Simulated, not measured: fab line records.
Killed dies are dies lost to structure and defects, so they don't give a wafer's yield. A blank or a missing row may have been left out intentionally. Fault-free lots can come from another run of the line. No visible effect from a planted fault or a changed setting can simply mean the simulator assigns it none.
A lot that was struck, set against a sound lot || flow gf180mcu || 16 out of 602 route steps
Sound: the wafers L106.3, L106.5, L106.6. Wafers L117.2, L117.3, L117.4 were the ones struck. Last of all comes the cause.
Each step with rows lists, per side, the tool, then ch with its chambers, then its first start. Under that, the readings that differ: sound wafers || struck wafers || difference of the means || sigmas: that difference in standard deviations of wafers without a fault.
alike: readings whose means differ by less than 2 such deviations, and words and numbers that are the same on both sides. not compared: withheld readings, readings that some wafer has no value for, bounds like >300 that may hide the same value, and numbers for which the record gives no deviation and whose values overlap.
The two part at a step that has a row with sigmas, a row that says differs or no value, or rows on one side only. Non-overlapping numbers with no deviation appear without sigmas and do not part them. Lack of a reading on every wafer of one side parts them only where that side has two or more wafers.

GF_HV_LDD_THK_MEAS_57:
  sound on film-metro-04 at day 13 01:28; struck on film-metro-04 at day 17 02:01
  alike: HV_LDD_CVD_56_THK
GF_HV_LDD_ETCHBACK_58: etches Si3N4 in CH3F/O2, stops on SiO2, time 100 s, target depth 90 nm.
  sound on rie-diel-04 ch 0,3, day 13 01:31; struck on rie-diel-03 ch 0,1,2, day 17 02:04
  alike: drypump-motor-current-A, oes-product-au, throttle-valve-pct
  not compared: rf-hours-counter-h
then, 7 steps without rows for these wafers: GF_NSD_DEHYDRATE_00 (time 60 s); GF_NSD_HMDS_01 (prime time 60 s); GF_NSD_COAT_02 (resist thk 1000 nm); GF_NSD_SOFTBAKE_03 (time 60 s); GF_NSD_EXPOSE_04 (exposes mask Nplus, target cd 400 nm); GF_NSD_PEB_05; GF_NSD_DEVELOP_06 (develop time 60 s).
GF_NSD_CD_MEAS_07: target cd 400 nm.
  sound on cd-sem-01 at day 13 21:45; struck on cd-sem-01 at day 18 01:00
  alike: cd-nm
GF_NSD_OVL_MEAS_08:
  sound on overlay-02 at day 13 21:50; struck on overlay-01 at day 18 01:06
  alike: NSD_OVL
then, 1 step without rows for these wafers: GF_NSD_IMPLANT_09.
GF_NSD_IMPLANT_10:
  sound on implanter-02 ch 0, day 13 22:04; struck on implanter-01 ch 0, day 18 01:19
{"reading": "beam-energy-keV", "sound": "40.010 40.008 40.002", "struck": "43.503 43.488 43.487", "difference": "+3.486", "sigmas": "+99 or more"}
{"reading": "model.implant.rp-nm (nm)", "sound": "47.77 47.77 47.77", "struck": "51.73 51.73 51.73", "difference": "+3.96", "sigmas": ""}
{"reading": "model.implant.drp-nm (nm)", "sound": "21.16 21.16 21.16", "struck": "22.71 22.71 22.71", "difference": "+1.55", "sigmas": ""}
  alike: beam-on-s
GF_NSD_STRIP_11: strips in O2/N2.
  sound on plasma-asher-03 ch 0,1, day 13 22:12; struck on plasma-asher-02 ch 0,1, day 18 01:26
{"reading": "heater-power-w (W)", "sound": "276 330 278", "struck": "360 364 370", "difference": "+70", "sigmas": "+2"}
{"reading": "strip-time-to-endpoint-s (s)", "sound": "22.95 22.96 23.01", "struck": "23.07 23.09 23.10", "difference": "+0.11", "sigmas": "+3"}
  alike: drypump-motor-current-A, oes-product-au
  not compared: rf-hours-counter-h
GF_NSD_TW_MEAS_12:
  sound on film-metro-03 at day 13 22:17; struck on film-metro-01 at day 18 01:32
{"reading": "NSD_TW", "sound": "4248 4226 4229", "struck": "4356 4368 4379", "difference": "+133", "sigmas": "+3"}
-- the record jumps here: 15 days lie between the struck wafers' starts before and after (it left off in module NSD and takes up again in module PASSIVATION, whose first step shown is number 602 of the route) --
GF_PASSIVATION_PROBE_99:
  only the struck wafers here have rows in the record (prober-02, day 32 20:07); the sound ones have none

WHERE THEY PART
Last at GF_PASSIVATION_PROBE_99 as far as this record goes, first at GF_NSD_IMPLANT_10.

WHY: what had been put in by the simulator
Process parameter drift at GF_NSD_IMPLANT_10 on implanter-01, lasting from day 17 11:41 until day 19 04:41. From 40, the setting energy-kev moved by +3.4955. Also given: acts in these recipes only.
